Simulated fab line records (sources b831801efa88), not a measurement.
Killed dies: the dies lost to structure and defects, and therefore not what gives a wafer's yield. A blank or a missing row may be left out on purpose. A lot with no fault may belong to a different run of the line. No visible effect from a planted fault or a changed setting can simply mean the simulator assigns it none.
8D (eight disciplines) problem report, filled in by code + flow gf180mcu + the parts of the form that need people (team, actions taken, sign-off) are left out

== 1. THE PROBLEM ==
Across 6 wafers from 2 lots, MVSD_RS at GF_VT_IMPLANT_RS_MEAS_46 averages 438.2 ohm/sq, while fault-free wafers read 456.7 ohm/sq with a standard deviation of 1.2. Measured from the usual mean, that is -15 standard deviations.
The step: measures by four-point-probe.
Earliest sighting: wafer L767.2 on film metro-04 at day 9 10:16. The record has a number at this step for 36 wafers belonging to 12 lots. Rule for "out", or "out of limits": more than 4 standard deviations from the usual mean. The rest of the wafers with a number are treated as sound.

== 2. WHAT THIS IS AND IS NOT ==
| question                    | is                           | is not                                                                                                  |
|-----------------------------|------------------------------|---------------------------------------------------------------------------------------------------------|
| which readings at this step | MVSD_RS                      | -                                                                                                       |
| which lots                  | L767, L770                   | L761, L765, L766, L773, L779, L780, L781, L782, L783, L784                                              |
| which wafers of those lots  | all that have a number       | -                                                                                                       |
| read on which gauges        | film metro-01, film metro-04 | film metro-02                                                                                           |
| when                        | from day 9 10:16             | up to then (9 sound wafers); but 21 sound wafers of L773, L779, L780, L781, L782, L783, L784 came after |

== 3. WHAT RULES OUT EACH SUSPECT ==
Counting: any tool at a process step up to the reading is kept as a suspect provided that every lot that is out went through it and no sound lot did after the first of them.
- the gauge at GF_VT_IMPLANT_RS_MEAS_46 is ruled out. The wafers that are out were read on 2 gauges (film metro-01, film metro-04).
- implanter-04 at GF_MVSD_IMPLANT_08: ruled out as a lasting fault. Sound lots L780, L781, L782, L784 ran on it after its first lot that is out, L767 (day 6 01:14).
Left after counting: nothing in the record.

== 4. THE CAUSE (what the simulator had put in) ==
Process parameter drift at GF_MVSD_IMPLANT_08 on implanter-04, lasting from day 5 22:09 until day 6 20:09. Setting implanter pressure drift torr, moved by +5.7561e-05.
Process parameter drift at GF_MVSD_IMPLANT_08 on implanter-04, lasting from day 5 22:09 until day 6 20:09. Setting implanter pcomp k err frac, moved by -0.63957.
Counting ruled it out, wrongly: the rule takes a fault to strike every lot that its tool runs from its start on, and this one did not.

== 5. SEQUENCE OF EFFECTS, ordered by route ==
Each row: a reading where the mean over the struck wafers with a number is more than 3 standard deviations away from the usual. Only readings for which the record gives a usual standard deviation are gone through. hours: the time from each lot's start at the first step in this table that gives one to its start at this step, as a median over the lots. sigmas: the change in usual standard deviations.
| hours | step                     | reading                   | usual         | on struck wafers | change    | sigmas      |
|-------|--------------------------|---------------------------|---------------|------------------|-----------|-------------|
| 0     | GF_MVSD_IMPLANT_08       | beam on s                 | 10.02 s       | 10.85            | +0.83     | +4.4        |
| 0     | GF_MVSD_IMPLANT_08       | end station pressure torr | 5.05e-06 Torr | 6.22e-05         | +5.71e-05 | +99 or more |
| 0     | GF_MVSD_IMPLANT_08       | faraday current uA        | 90.0          | 80.3             | -9.7      | -5.7        |
| 83    | GF_VT_IMPLANT_RS_MEAS_46 | MVSD_RS                   | 456.7 ohm/sq  | 438.2            | -18.5     | -15         |
Here are the process steps it includes:
- GF_MVSD_IMPLANT_08
At these later measuring or inspecting steps, every struck wafer for which the step has a row has a number for every such reading, and none has moved that far: GF_HV_LDD_OVL_MEAS_47, GF_NSD_CD_MEAS_07.

== 6. WHAT WOULD HAVE CAUGHT IT SOONER ==
84 hours passed between the start of the fault at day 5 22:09 and the first reading out of limits at a measuring or inspecting step in this record, taken at day 9 10:16.
At GF_MVSD_IMPLANT_08, the tool's own readings (end station pressure torr, faraday current uA) were out on each struck wafer the step has a row for, so an alarm limit on them would have fired on the first such wafer.
